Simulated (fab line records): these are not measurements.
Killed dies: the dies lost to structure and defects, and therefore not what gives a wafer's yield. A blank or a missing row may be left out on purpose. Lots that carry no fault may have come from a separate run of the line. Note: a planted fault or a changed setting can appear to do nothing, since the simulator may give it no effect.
fab line records :: flow sky130
record:
  lots: 6
  wafers: 18
  lastDay: 49
route steps=708 shown METAL5@680 PASSIVATION@681
lots untouched by any fault: they come from a run of this same line in which no faults occurred
startH: start of the lot's first displayed wafer, in hours after the record's first day :: waitH: hours from the lot's prior step to this one :: " as in the row above :: L1.1+2: one row covering several wafers at once :: - no value, or no start was given :: * or withheld: withheld :: < > ~ a bound
route shown NAME@n: a module of which the file shows steps, and the number in the route of the first :: usual: mean and standard deviation over wafers with no fault :: same: alike in all rows :: chamber/n: place in a boat :: sites: the reading at each site :: _std_site: the standard deviation of these :: _edge_site: mean of outer sites minus mean of inner sites :: radiusMm: for every site, how far away it sits from the centre of the wafer :: mask NAME#n: copy n :: behind: the last tool/chamber to shape the wafer :: hold: why the lot went on hold/how many hours it stayed there/how the hold came to an end :: device: names the non-switching transistor (n, p or np) :: end of line: the route-end tests of the same wafers :: a step with no rows: only its recipe :: killed: dies that structure and defects cost at the first sort, which is not the same as the wafer's yield :: map: a wafer's dies, marking killed ones x, the rest . and places with no die _
set.NAME: the setting as run; set.NAME@STEP: as run at that earlier step :: model.NAME: the simulator's own value behind a step, which no gauge read
lots at some steps of the route; a table a step, a row a wafer
services: when a tool's chamber went out of use (startH, in hours from the record's first day, below 0 if earlier), for how many hours, and the reason
== steps ==
step: SKY_METAL5_CLEAN_19
recipe:
  chemistry: O3/DIW
  dry: n2Spin
step: SKY_PASSIVATION_CVD_00
recipe:
  material: SiO2
  targetThkNm: 90
  tempC: 400
  timeS: withheld
  rfW: 600
usual:
  heaterPowerW: 645/89
lot.wafer: L209.1
tool: pecvd-03
chamber: 0
startH: 1089.06
waitH: 0.0
heaterPowerW: 502

lot.wafer: L209.2
tool: pecvd-03
chamber: 2
startH: 1089.06
waitH: 0.0
heaterPowerW: 705

lot.wafer: L209.5
tool: pecvd-03
chamber: 0
startH: 1089.06
waitH: 0.0
heaterPowerW: 521

lot.wafer: L211.1
tool: pecvd-03
chamber: 0
startH: 1096.68
waitH: 0.0
heaterPowerW: 640

lot.wafer: L211.4
tool: pecvd-03
chamber: 0
startH: 1096.68
waitH: 0.0
heaterPowerW: 621

lot.wafer: L211.6
tool: pecvd-03
chamber: 0
startH: 1096.68
waitH: 0.0
heaterPowerW: 651

lot.wafer: L214.1
tool: pecvd-03
chamber: 2
startH: 1115.74
waitH: 0.0
heaterPowerW: 706

lot.wafer: L214.2
tool: pecvd-03
chamber: 0
startH: 1115.74
waitH: 0.0
heaterPowerW: 644

lot.wafer: L214.5
tool: pecvd-03
chamber: 0
startH: 1115.74
waitH: 0.0
heaterPowerW: 642

lot.wafer: L215.1
tool: pecvd-02
chamber: 0
startH: 1116.82
waitH: 0.0
heaterPowerW: 559

lot.wafer: L215.4
tool: pecvd-02
chamber: 1
startH: 1116.82
waitH: 0.0
heaterPowerW: 602

lot.wafer: L215.5
tool: pecvd-02
chamber: 0
startH: 1116.82
waitH: 0.0
heaterPowerW: 601

lot.wafer: L221.1
tool: pecvd-03
chamber: 1
startH: 1146.74
waitH: 0.0
heaterPowerW: 763

lot.wafer: L221.4
tool: pecvd-03
chamber: 2
startH: 1146.74
waitH: 0.0
heaterPowerW: 676

lot.wafer: L221.5
tool: pecvd-03
chamber: 1
startH: 1146.74
waitH: 0.0
heaterPowerW: 768

lot.wafer: L222.1
tool: pecvd-01
chamber: 1
startH: 1150.04
waitH: 0.0
heaterPowerW: 698

lot.wafer: L222.2
tool: pecvd-01
chamber: 2
startH: 1150.04
waitH: 0.0
heaterPowerW: 480

lot.wafer: L222.3
tool: pecvd-01
chamber: 0
startH: 1150.04
waitH: 0.0
heaterPowerW: 691
step: SKY_PASSIVATION_THK_MEAS_01
recipe:
  reads: SiO2_of_PASSIVATION_CVD_00
usual:
  PASSIVATION_CVD_00_THK: 89.8/1.2
lot.wafer: L209.1
tool: filmMetro-02
chamber: -
startH: 1089.09
waitH: -
PASSIVATION_CVD_00_THK[nm]: 88.6

lot.wafer: L209.2
tool: filmMetro-02
chamber: -
startH: 1089.09
waitH: -
PASSIVATION_CVD_00_THK[nm]: 90.5

lot.wafer: L209.5
tool: filmMetro-02
chamber: -
startH: 1089.09
waitH: -
PASSIVATION_CVD_00_THK[nm]: 89.3

lot.wafer: L211.1
tool: filmMetro-02
chamber: -
startH: 1096.71
waitH: -
PASSIVATION_CVD_00_THK[nm]: 89.3

lot.wafer: L211.4
tool: filmMetro-02
chamber: -
startH: 1096.71
waitH: -
PASSIVATION_CVD_00_THK[nm]: 90.2

lot.wafer: L211.6
tool: filmMetro-02
chamber: -
startH: 1096.71
waitH: -
PASSIVATION_CVD_00_THK[nm]: 91.0

lot.wafer: L214.1
tool: filmMetro-01
chamber: -
startH: 1115.77
waitH: -
PASSIVATION_CVD_00_THK[nm]: 89.7

lot.wafer: L214.2
tool: filmMetro-01
chamber: -
startH: 1115.77
waitH: -
PASSIVATION_CVD_00_THK[nm]: 89.8

lot.wafer: L214.5
tool: filmMetro-01
chamber: -
startH: 1115.77
waitH: -
PASSIVATION_CVD_00_THK[nm]: 91.5

lot.wafer: L215.1
tool: filmMetro-04
chamber: -
startH: 1116.84
waitH: -
PASSIVATION_CVD_00_THK[nm]: 88.4

lot.wafer: L215.4
tool: filmMetro-04
chamber: -
startH: 1116.84
waitH: -
PASSIVATION_CVD_00_THK[nm]: 89.4

lot.wafer: L215.5
tool: filmMetro-04
chamber: -
startH: 1116.84
waitH: -
PASSIVATION_CVD_00_THK[nm]: 90.0

lot.wafer: L221.1
tool: filmMetro-02
chamber: -
startH: 1146.77
waitH: -
PASSIVATION_CVD_00_THK[nm]: 87.8

lot.wafer: L221.4
tool: filmMetro-02
chamber: -
startH: 1146.77
waitH: -
PASSIVATION_CVD_00_THK[nm]: 90.6

lot.wafer: L221.5
tool: filmMetro-02
chamber: -
startH: 1146.77
waitH: -
PASSIVATION_CVD_00_THK[nm]: 90.0

lot.wafer: L222.1
tool: filmMetro-01
chamber: -
startH: 1150.06
waitH: -
PASSIVATION_CVD_00_THK[nm]: 88.5

lot.wafer: L222.2
tool: filmMetro-01
chamber: -
startH: 1150.06
waitH: -
PASSIVATION_CVD_00_THK[nm]: 89.8

lot.wafer: L222.3
tool: filmMetro-01
chamber: -
startH: 1150.06
waitH: -
PASSIVATION_CVD_00_THK[nm]: 89.6
step: SKY_PASSIVATION_CVD_02
recipe:
  material: Si3N4
  targetThkNm: 540
  tempC: 400
  timeS: withheld
  rfW: 450
usual:
  heaterPowerW: 670/71
lot.wafer: L209.1
tool: pecvd-01
chamber: 1
startH: 1089.15
waitH: 0.1
heaterPowerW: 712

lot.wafer: L209.2
tool: pecvd-01
chamber: 2
startH: 1089.15
waitH: 0.1
heaterPowerW: 552

lot.wafer: L209.5
tool: pecvd-01
chamber: 0
startH: 1089.15
waitH: 0.1
heaterPowerW: 667

lot.wafer: L211.1
tool: pecvd-01
chamber: 0
startH: 1096.77
waitH: 0.1
heaterPowerW: 629

lot.wafer: L211.4
tool: pecvd-01
chamber: 1
startH: 1096.77
waitH: 0.1
heaterPowerW: 777

lot.wafer: L211.6
tool: pecvd-01
chamber: 0
startH: 1096.77
waitH: 0.1
heaterPowerW: 673

lot.wafer: L214.1
tool: pecvd-01
chamber: 1
startH: 1115.83
waitH: 0.1
heaterPowerW: 761

lot.wafer: L214.2
tool: pecvd-01
chamber: 2
startH: 1115.83
waitH: 0.1
heaterPowerW: 604

lot.wafer: L214.5
tool: pecvd-01
chamber: 0
startH: 1115.83
waitH: 0.1
heaterPowerW: 672

lot.wafer: L215.1
tool: pecvd-01
chamber: 0
startH: 1116.90
waitH: 0.1
heaterPowerW: 670

lot.wafer: L215.4
tool: pecvd-01
chamber: 0
startH: 1116.90
waitH: 0.1
heaterPowerW: 686

lot.wafer: L215.5
tool: pecvd-01
chamber: 2
startH: 1116.90
waitH: 0.1
heaterPowerW: 613

lot.wafer: L221.1
tool: pecvd-01
chamber: 1
startH: 1146.83
waitH: 0.1
heaterPowerW: 806

lot.wafer: L221.4
tool: pecvd-01
chamber: 2
startH: 1146.83
waitH: 0.1
heaterPowerW: 505

lot.wafer: L221.5
tool: pecvd-01
chamber: 0
startH: 1146.83
waitH: 0.1
heaterPowerW: 666

lot.wafer: L222.1
tool: pecvd-02
chamber: 0
startH: 1150.12
waitH: 0.1
heaterPowerW: 579

lot.wafer: L222.2
tool: pecvd-02
chamber: 1
startH: 1150.12
waitH: 0.1
heaterPowerW: 649

lot.wafer: L222.3
tool: pecvd-02
chamber: 0
startH: 1150.12
waitH: 0.1
heaterPowerW: 602
step: SKY_PASSIVATION_THK_MEAS_03
recipe:
  reads: Si3N4_of_PASSIVATION_CVD_02
usual:
  PASSIVATION_CVD_02_THK: 537/6.7
lot.wafer: L209.1
tool: filmMetro-02
chamber: -
startH: 1089.38
waitH: -
PASSIVATION_CVD_02_THK[nm]: 520

lot.wafer: L209.2
tool: filmMetro-02
chamber: -
startH: 1089.38
waitH: -
PASSIVATION_CVD_02_THK[nm]: 530

lot.wafer: L209.5
tool: filmMetro-02
chamber: -
startH: 1089.38
waitH: -
PASSIVATION_CVD_02_THK[nm]: 544

lot.wafer: L211.1
tool: filmMetro-01
chamber: -
startH: 1097.00
waitH: -
PASSIVATION_CVD_02_THK[nm]: 544

lot.wafer: L211.4
tool: filmMetro-01
chamber: -
startH: 1097.00
waitH: -
PASSIVATION_CVD_02_THK[nm]: 539

lot.wafer: L211.6
tool: filmMetro-01
chamber: -
startH: 1097.00
waitH: -
PASSIVATION_CVD_02_THK[nm]: 544

lot.wafer: L214.1
tool: filmMetro-01
chamber: -
startH: 1116.05
waitH: -
PASSIVATION_CVD_02_THK[nm]: 534

lot.wafer: L214.2
tool: filmMetro-01
chamber: -
startH: 1116.05
waitH: -
PASSIVATION_CVD_02_THK[nm]: 534

lot.wafer: L214.5
tool: filmMetro-01
chamber: -
startH: 1116.05
waitH: -
PASSIVATION_CVD_02_THK[nm]: 548

lot.wafer: L215.1
tool: filmMetro-02
chamber: -
startH: 1117.13
waitH: -
PASSIVATION_CVD_02_THK[nm]: 538

lot.wafer: L215.4
tool: filmMetro-02
chamber: -
startH: 1117.13
waitH: -
PASSIVATION_CVD_02_THK[nm]: 548

lot.wafer: L215.5
tool: filmMetro-02
chamber: -
startH: 1117.13
waitH: -
PASSIVATION_CVD_02_THK[nm]: 547

lot.wafer: L221.1
tool: filmMetro-04
chamber: -
startH: 1147.05
waitH: -
PASSIVATION_CVD_02_THK[nm]: 528

lot.wafer: L221.4
tool: filmMetro-04
chamber: -
startH: 1147.05
waitH: -
PASSIVATION_CVD_02_THK[nm]: 537

lot.wafer: L221.5
tool: filmMetro-04
chamber: -
startH: 1147.05
waitH: -
PASSIVATION_CVD_02_THK[nm]: 541

lot.wafer: L222.1
tool: filmMetro-04
chamber: -
startH: 1150.46
waitH: -
PASSIVATION_CVD_02_THK[nm]: 530

lot.wafer: L222.2
tool: filmMetro-04
chamber: -
startH: 1150.46
waitH: -
PASSIVATION_CVD_02_THK[nm]: 534

lot.wafer: L222.3
tool: filmMetro-04
chamber: -
startH: 1150.46
waitH: -
PASSIVATION_CVD_02_THK[nm]: 541
step: SKY_PASSIVATION_DEHYDRATE_04
recipe:
  tempC: 200
  timeS: 60
step: SKY_PASSIVATION_HMDS_05
recipe:
  primeTimeS: 60
  primeTempC: 120
step: SKY_PASSIVATION_COAT_06
recipe:
  spinRpm: 2049
  resistThkNm: 3000
step: SKY_PASSIVATION_SOFTBAKE_07
recipe:
  tempC: 110
  timeS: withheld
step: SKY_PASSIVATION_EXPOSE_08
recipe:
  maskId: NSM
  targetCdNm: 3000
  na: 0.57
  doseMj: 260
step: SKY_PASSIVATION_PEB_09
recipe:
  tempC: 115
  timeS: withheld
step: SKY_PASSIVATION_DEVELOP_10
recipe:
  developTimeS: 60
  devTempC: 23
step: SKY_PASSIVATION_ETCH_11
recipe:
  chemistry: CF4/O2
  targetDepthNm: 725
  stopOn: AlCu
  sourceW: 800
  biasW: 150
  pressureMtorr: 150
  cf4FlowSccm: 80
  O2_flow_sccm: 10
  timeS: 161.1
usual:
  O2_flow_sccm: 10.00/0.03
  biasW: 150.0/0.43
  drypumpMotorCurrentA: 5.7/0.46
  oesProductAu: 0.974/0.0073
  throttleValvePct: 5.962/0.0096
lot.wafer: L209.1
tool: rieDiel-04
chamber: 3
startH: 1109.78
waitH: -
O2_flow_sccm: 10.04
biasW: 149.8
drypumpMotorCurrentA: 5.0
oesProductAu: 0.957
rfHoursCounterH: 10
throttleValvePct: 5.956
model.coat_of_PASSIVATION_COAT_06.thkNm: 2499

lot.wafer: L209.2
tool: rieDiel-04
chamber: 1
startH: 1109.78
waitH: -
O2_flow_sccm: 10.01
biasW: 150.8
drypumpMotorCurrentA: 5.5
oesProductAu: 0.977
rfHoursCounterH: 16
throttleValvePct: 5.948
model.coat_of_PASSIVATION_COAT_06.thkNm: 2495

lot.wafer: L209.5
tool: rieDiel-04
chamber: 2
startH: 1109.78
waitH: -
O2_flow_sccm: 10.02
biasW: 150.5
drypumpMotorCurrentA: 5.7
oesProductAu: 0.982
rfHoursCounterH: -
throttleValvePct: 5.968
model.coat_of_PASSIVATION_COAT_06.thkNm: 2513

lot.wafer: L211.1
tool: rieDiel-03
chamber: 1
startH: 1116.66
waitH: -
O2_flow_sccm: 9.97
biasW: 150.1
drypumpMotorCurrentA: 6.2
oesProductAu: 0.972
rfHoursCounterH: 29
throttleValvePct: 5.959
model.coat_of_PASSIVATION_COAT_06.thkNm: 2474

lot.wafer: L211.4
tool: rieDiel-03
chamber: 3
startH: 1116.66
waitH: -
O2_flow_sccm: 9.97
biasW: 150.5
drypumpMotorCurrentA: 5.1
oesProductAu: 0.973
rfHoursCounterH: 14
throttleValvePct: 5.954
model.coat_of_PASSIVATION_COAT_06.thkNm: 2485

lot.wafer: L211.6
tool: rieDiel-03
chamber: 3
startH: 1116.66
waitH: -
O2_flow_sccm: 9.98
biasW: 150.5
drypumpMotorCurrentA: 5.1
oesProductAu: 0.970
rfHoursCounterH: -
throttleValvePct: 5.973
model.coat_of_PASSIVATION_COAT_06.thkNm: 2487

lot.wafer: L214.1
tool: rieDiel-03
chamber: 1
startH: 1135.41
waitH: -
O2_flow_sccm: -
biasW: -
drypumpMotorCurrentA: -
oesProductAu: -
rfHoursCounterH: -
throttleValvePct: -
model.coat_of_PASSIVATION_COAT_06.thkNm: 2971

lot.wafer: L214.2
tool: rieDiel-03
chamber: 3
startH: 1135.41
waitH: -
O2_flow_sccm: -
biasW: -
drypumpMotorCurrentA: -
oesProductAu: -
rfHoursCounterH: -
throttleValvePct: -
model.coat_of_PASSIVATION_COAT_06.thkNm: 2971

lot.wafer: L214.5
tool: rieDiel-03
chamber: 1
startH: 1135.41
waitH: -
O2_flow_sccm: -
biasW: -
drypumpMotorCurrentA: -
oesProductAu: -
rfHoursCounterH: -
throttleValvePct: -
model.coat_of_PASSIVATION_COAT_06.thkNm: 2980

lot.wafer: L215.1
tool: rieDiel-03
chamber: 0
startH: 1136.94
waitH: -
O2_flow_sccm: -
biasW: -
drypumpMotorCurrentA: -
oesProductAu: -
rfHoursCounterH: -
throttleValvePct: -
model.coat_of_PASSIVATION_COAT_06.thkNm: 2985

lot.wafer: L215.4
tool: rieDiel-03
chamber: 0
startH: 1136.94
waitH: -
O2_flow_sccm: -
biasW: -
drypumpMotorCurrentA: -
oesProductAu: -
rfHoursCounterH: -
throttleValvePct: -
model.coat_of_PASSIVATION_COAT_06.thkNm: 2980

lot.wafer: L215.5
tool: rieDiel-03
chamber: 3
startH: 1136.94
waitH: -
O2_flow_sccm: -
biasW: -
drypumpMotorCurrentA: -
oesProductAu: -
rfHoursCounterH: -
throttleValvePct: -
model.coat_of_PASSIVATION_COAT_06.thkNm: 2979

lot.wafer: L221.1
tool: rieDiel-01
chamber: 0
startH: 1164.59
waitH: -
O2_flow_sccm: 10.05
biasW: 150.1
drypumpMotorCurrentA: 5.8
oesProductAu: 0.978
rfHoursCounterH: 11
throttleValvePct: 5.950
model.coat_of_PASSIVATION_COAT_06.thkNm: 2474

lot.wafer: L221.4
tool: rieDiel-01
chamber: 2
startH: 1164.59
waitH: -
O2_flow_sccm: 9.99
biasW: 150.0
drypumpMotorCurrentA: 6.3
oesProductAu: 0.980
rfHoursCounterH: -
throttleValvePct: 5.963
model.coat_of_PASSIVATION_COAT_06.thkNm: 2472

lot.wafer: L221.5
tool: rieDiel-01
chamber: 3
startH: 1164.59
waitH: -
O2_flow_sccm: 10.00
biasW: 150.1
drypumpMotorCurrentA: 5.7
oesProductAu: 0.974
rfHoursCounterH: -
throttleValvePct: 5.946
model.coat_of_PASSIVATION_COAT_06.thkNm: 2495

lot.wafer: L222.1
tool: rieDiel-03
chamber: 2
startH: 1167.81
waitH: -
O2_flow_sccm: 10.05
biasW: 149.6
drypumpMotorCurrentA: 6.1
oesProductAu: 0.967
rfHoursCounterH: 29
throttleValvePct: 5.967
model.coat_of_PASSIVATION_COAT_06.thkNm: 2480

lot.wafer: L222.2
tool: rieDiel-03
chamber: 0
startH: 1167.81
waitH: -
O2_flow_sccm: 10.06
biasW: 150.1
drypumpMotorCurrentA: 5.3
oesProductAu: 0.968
rfHoursCounterH: 22
throttleValvePct: 5.964
model.coat_of_PASSIVATION_COAT_06.thkNm: 2500

lot.wafer: L222.3
tool: rieDiel-03
chamber: 1
startH: 1167.81
waitH: -
O2_flow_sccm: 10.01
biasW: 149.7
drypumpMotorCurrentA: 6.3
oesProductAu: 0.986
rfHoursCounterH: 31
throttleValvePct: 5.956
model.coat_of_PASSIVATION_COAT_06.thkNm: 2489
step: SKY_PASSIVATION_STRIP_12
recipe:
  chemistry: O2/N2
  powerW: 1400
  pressureMtorr: 1500
  platenTempC: withheld
  overashFraction: 0.7
  o2FlowSccm: 3000
  n2FlowSccm: 300
usual:
  drypumpMotorCurrentA: 5.8/0.6
  oesProductAu: 0.661/0.0044
  stripTimeToEndpointS: 31.20/0.16
same:
  overashFraction: 0.7
lot.wafer: L209.1
tool: plasmaAsher-04
chamber: 0
startH: 1109.88
waitH: 0.1
drypumpMotorCurrentA: 6.4
oesProductAu: 0.665
rfHoursCounterH: 5
stripTimeToEndpointS: 31.32

lot.wafer: L209.2
tool: plasmaAsher-04
chamber: 1
startH: 1109.88
waitH: 0.1
drypumpMotorCurrentA: 6.2
oesProductAu: 0.665
rfHoursCounterH: 5
stripTimeToEndpointS: 31.26

lot.wafer: L209.5
tool: plasmaAsher-04
chamber: 1
startH: 1109.88
waitH: 0.1
drypumpMotorCurrentA: 6.2
oesProductAu: 0.664
rfHoursCounterH: -
stripTimeToEndpointS: 31.48

lot.wafer: L211.1
tool: plasmaAsher-04
chamber: 1
startH: 1116.76
waitH: 0.1
drypumpMotorCurrentA: 6.2
oesProductAu: 0.665
rfHoursCounterH: 6
stripTimeToEndpointS: 31.00

lot.wafer: L211.4
tool: plasmaAsher-04
chamber: 0
startH: 1116.76
waitH: 0.1
drypumpMotorCurrentA: 6.4
oesProductAu: 0.656
rfHoursCounterH: -
stripTimeToEndpointS: 31.12

lot.wafer: L211.6
tool: plasmaAsher-04
chamber: 0
startH: 1116.76
waitH: 0.1
drypumpMotorCurrentA: 6.4
oesProductAu: 0.659
rfHoursCounterH: -
stripTimeToEndpointS: 31.19

lot.wafer: L214.1
tool: plasmaAsher-04
chamber: 0
startH: 1135.51
waitH: 0.1
drypumpMotorCurrentA: 6.4
oesProductAu: 0.670
rfHoursCounterH: 7
stripTimeToEndpointS: 36.63

lot.wafer: L214.2
tool: plasmaAsher-04
chamber: 1
startH: 1135.51
waitH: 0.1
drypumpMotorCurrentA: 6.2
oesProductAu: 0.667
rfHoursCounterH: 7
stripTimeToEndpointS: 36.60

lot.wafer: L214.5
tool: plasmaAsher-04
chamber: 1
startH: 1135.51
waitH: 0.1
drypumpMotorCurrentA: 6.2
oesProductAu: 0.662
rfHoursCounterH: -
stripTimeToEndpointS: 36.73

lot.wafer: L215.1
tool: plasmaAsher-02
chamber: 0
startH: 1137.05
waitH: 0.1
drypumpMotorCurrentA: 6.1
oesProductAu: 0.669
rfHoursCounterH: 40
stripTimeToEndpointS: 36.77

lot.wafer: L215.4
tool: plasmaAsher-02
chamber: 1
startH: 1137.05
waitH: 0.1
drypumpMotorCurrentA: 4.8
oesProductAu: 0.669
rfHoursCounterH: -
stripTimeToEndpointS: 36.72

lot.wafer: L215.5
tool: plasmaAsher-02
chamber: 0
startH: 1137.05
waitH: 0.1
drypumpMotorCurrentA: 6.1
oesProductAu: 0.662
rfHoursCounterH: -
stripTimeToEndpointS: 36.71

lot.wafer: L221.1
tool: plasmaAsher-03
chamber: 1
startH: 1164.70
waitH: 0.1
drypumpMotorCurrentA: 5.8
oesProductAu: 0.662
rfHoursCounterH: 67
stripTimeToEndpointS: 31.02

lot.wafer: L221.4
tool: plasmaAsher-03
chamber: 1
startH: 1164.70
waitH: 0.1
drypumpMotorCurrentA: 5.8
oesProductAu: 0.666
rfHoursCounterH: -
stripTimeToEndpointS: 30.99

lot.wafer: L221.5
tool: plasmaAsher-03
chamber: 0
startH: 1164.70
waitH: 0.1
drypumpMotorCurrentA: 5.5
oesProductAu: 0.652
rfHoursCounterH: -
stripTimeToEndpointS: 31.25

lot.wafer: L222.1
tool: plasmaAsher-04
chamber: 1
startH: 1167.91
waitH: 0.1
drypumpMotorCurrentA: 6.2
oesProductAu: 0.663
rfHoursCounterH: 10
stripTimeToEndpointS: 31.08

lot.wafer: L222.2
tool: plasmaAsher-04
chamber: 0
startH: 1167.91
waitH: 0.1
drypumpMotorCurrentA: 6.4
oesProductAu: 0.661
rfHoursCounterH: 10
stripTimeToEndpointS: 31.34

lot.wafer: L222.3
tool: plasmaAsher-04
chamber: 0
startH: 1167.91
waitH: 0.1
drypumpMotorCurrentA: 6.4
oesProductAu: 0.666
rfHoursCounterH: -
stripTimeToEndpointS: 31.19
== services ==
tool: rieDiel-01
chamber: -
startH: 1074.41
hours: 15.6
kind: pm

tool: pecvd-02
chamber: -
startH: 1076.95
hours: 5.5
kind: pm

tool: rieDiel-04
chamber: -
startH: 1102.46
hours: 1.2
kind: repair

tool: pecvd-02
chamber: 0
startH: 1102.87
hours: 2.9
kind: repair

tool: plasmaAsher-04
chamber: -
startH: 1102.90
hours: 0.6
kind: repair

tool: rieDiel-04
chamber: 3
startH: 1103.02
hours: 2.6
kind: repair

tool: pecvd-01
chamber: -
startH: 1105.42
hours: 2.4
kind: repair

tool: rieDiel-03
chamber: 2
startH: 1133.58
hours: 9.2
kind: repair

tool: rieDiel-03
chamber: 3
startH: 1139.52
hours: 2.4
kind: repair

tool: plasmaAsher-04
chamber: -
startH: 1139.99
hours: 2.8
kind: pm

tool: pecvd-02
chamber: 2
startH: 1145.06
hours: 5.5
kind: scheduledDown

tool: rieDiel-03
chamber: 1
startH: 1151.79
hours: 2.6
kind: repair

tool: pecvd-02
chamber: -
startH: 1155.79
hours: 14.6
kind: pm

tool: rieDiel-01
chamber: 1
startH: 1164.40
hours: 4.4
kind: repair

tool: rieDiel-03
chamber: 3
startH: 1165.88
hours: 5.7
kind: repair

tool: pecvd-02
chamber: 0
startH: 1166.73
hours: -
kind: calibration
== key ==
firstSign:
  step: SKY_PASSIVATION_ETCH_11
  reading: toolRecord
  direction: missing
effect:
  step: SKY_PASSIVATION_STRIP_12
  reading: stripTimeToEndpointS
  direction: up
  sigmas: 35
  usual: *
  struck: *
modelEffect:
  step: SKY_PASSIVATION_ETCH_11
  value: coat_of_PASSIVATION_COAT_06.thkNm
  without: 2502
  struck: 2978
metAt SKY_PASSIVATION_ETCH_11
struckWafers L214.1,L214.2,L214.5,L215.1,L215.4,L215.5
laterRowsLeftOut L214.1,L214.2,L214.5,L215.1,L215.4,L215.5
sortLeftOut L214.1,L214.2,L214.5,L215.1,L215.4,L215.5
onsetBetween 1116.66 1135.41
fault:
  kind: skippedStepWhole
  tool: rieDiel-03
  chamber: -
  onsetH: 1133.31
  steps: SKY_PASSIVATION_ETCH_11
  scope: struckLotsOnly
sortLeftOut: the simulated sort isn't trusted on such a fault, so these wafers' sort isn't shown, and their yield isn't known
laterRowsLeftOut: the simulator's readings of these wafers behind a module that went badly wrong aren't trusted and aren't shown, but for the sort
